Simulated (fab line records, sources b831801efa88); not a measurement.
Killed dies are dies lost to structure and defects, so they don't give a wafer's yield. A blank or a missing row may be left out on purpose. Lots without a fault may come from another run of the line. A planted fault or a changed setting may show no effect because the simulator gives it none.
A struck lot beside a sound one | flow sky130 | 15 steps out of a route of 708
Sound: wafers L793.2, L793.4, L793.6. Struck: wafers L802.1, L802.3, L802.4. The cause comes at the end.
At each step with rows: each side's tool, then ch and its chambers, then its first start. Under that, the readings that differ: sound wafers | struck wafers | difference of the means | sigmas: that difference in standard deviations of wafers without a fault.
alike: readings whose means differ by less than 2 such deviations, and words and numbers that are the same on both sides. not compared: withheld readings, readings that some wafer has no value for, bounds like >300 that may hide the same value, and numbers for which the record gives no deviation and whose values overlap.
The two part at a step that has a row with sigmas, a row that says differs or no value, or rows on one side only. Numbers that don't overlap but have no deviation are shown without sigmas and don't part them. A reading that every wafer of one side lacks parts them only if that side has two wafers or more.

SKY_CONTACT_STRIP_19: strips in O2/N2.
  sound on plasma_asher-03 ch 0,1, day 34 15:26; struck on plasma_asher-04 ch 0,1, day 37 11:04
  alike: drypump_motor_current_A, oes_product_au, strip_time_to_endpoint_s
  not compared: rf_hours_counter_h
then, 4 steps without rows for these wafers: SKY_CONTACT_STRIP_20 (strips in post etch residue remover, time 1200 s); SKY_CONTACT_CLEAN_21 (cleans in IPA, time 180 s); SKY_CONTACT_CLEAN_22 (cleans in O3/DIW); SKY_CONTACT_SPUTTER_23 (material TiN, target thk 20 nm, time 80 s).
SKY_CONTACT_CVD_24: deposits W, target thk 340 nm, time 102.12 s.
  sound on cvd_w-02 ch 0,1, day 34 16:26; struck on cvd_w-01 ch 0,1, day 37 11:43
  alike: heater_power_w
SKY_CONTACT_RS_MEAS_25: measures by four-point-probe.
  sound on film_metro-04, day 34 16:34; struck on film_metro-01, day 37 11:50
  alike: CONTACT_W_RS
SKY_CONTACT_THK_MEAS_26: measures by xrf.
  sound on film_metro-04, day 34 16:40; struck on film_metro-01, day 37 11:57
  alike: CONTACT_W_THK
SKY_CONTACT_CMP_27: polishes, stops on SiO2, t overpolish 15 s, target thk 0 nm.
  sound on cmp-01 ch 0,2,3, day 34 16:43; struck on cmp-02 ch 1,2,3, day 37 12:01
  alike: motor_current_A, overpolish_run_s, time_to_endpoint_s
SKY_METAL1_SPUTTER_00: material Ti, target thk 15 nm, time 10 s.
  sound on pvd_sputter-01, day 34 17:01; struck on pvd_sputter-01, day 37 12:19
  alike: cathode_dc_power_W, chamber_pressure_pa, throttle_valve_pct
then, 1 step without rows for these wafers: SKY_METAL1_SPUTTER_01 (material TiN, target thk 20 nm, time 16.7 s).
SKY_METAL1_SPUTTER_02: material AlCu, target thk 250 nm, time 13.3 s.
  sound on pvd_sputter-01, day 34 17:04; struck on pvd_sputter-01, day 37 12:22
  alike: cathode_dc_power_W, chamber_pressure_pa, throttle_valve_pct
SKY_METAL1_SPUTTER_03: material Ti, target thk 5 nm, time 3.3 s.
  sound on pvd_sputter-01, day 34 17:05; struck on pvd_sputter-01, day 37 12:23
  no value came back on the struck wafers for cathode_dc_power_W (W), chamber_pressure_pa (Pa), throttle_valve_pct (%); on the sound wafers cathode_dc_power_W (W) reads 2999.9 2999.2 2999.9
then, 1 step without rows for these wafers: SKY_METAL1_SPUTTER_04 (material TiN, target thk 70 nm, time 58.3 s).
-- the record jumps here: 13 days lie between the struck wafers' starts before and after (it left off in module METAL1 and takes up again in module PAD_OPEN, whose first step shown is number 708 of the route) --
SKY_PAD_OPEN_PROBE_99:
  sound on prober-02, day 47 23:51; struck on prober-01, day 50 00:55
  reading                       | sound                | struck               | difference | sigmas
  model.etest.via1_chain.rc_ohm | 16.64 16.33 15.82    | 19.55 18.93 19.34    | +3.01      |
  model.etest.met1.rs_ohm_sq    | 0.1272 0.1294 0.1291 | 0.1191 0.1183 0.1192 | -0.0097    |
  alike: defect_limited_yield, killed_at_M0_to_M3, killed_at_M4_up, killed_at_contacts, killed_at_front_end, killed_at_other, killed_dies, killed_open, killed_short, sort_bin_3_pad_short, sort_bin_5_function, sort_bin_6_memory, sort_n_pass, sort_yield_pct
  not compared: model.etest.met1.line_ohm_um

WHERE THEY PART
Only at SKY_METAL1_SPUTTER_03, within this record. Later steps at which nothing parts them and some readings are alike: SKY_PAD_OPEN_PROBE_99.

WHY: what the simulator had put in
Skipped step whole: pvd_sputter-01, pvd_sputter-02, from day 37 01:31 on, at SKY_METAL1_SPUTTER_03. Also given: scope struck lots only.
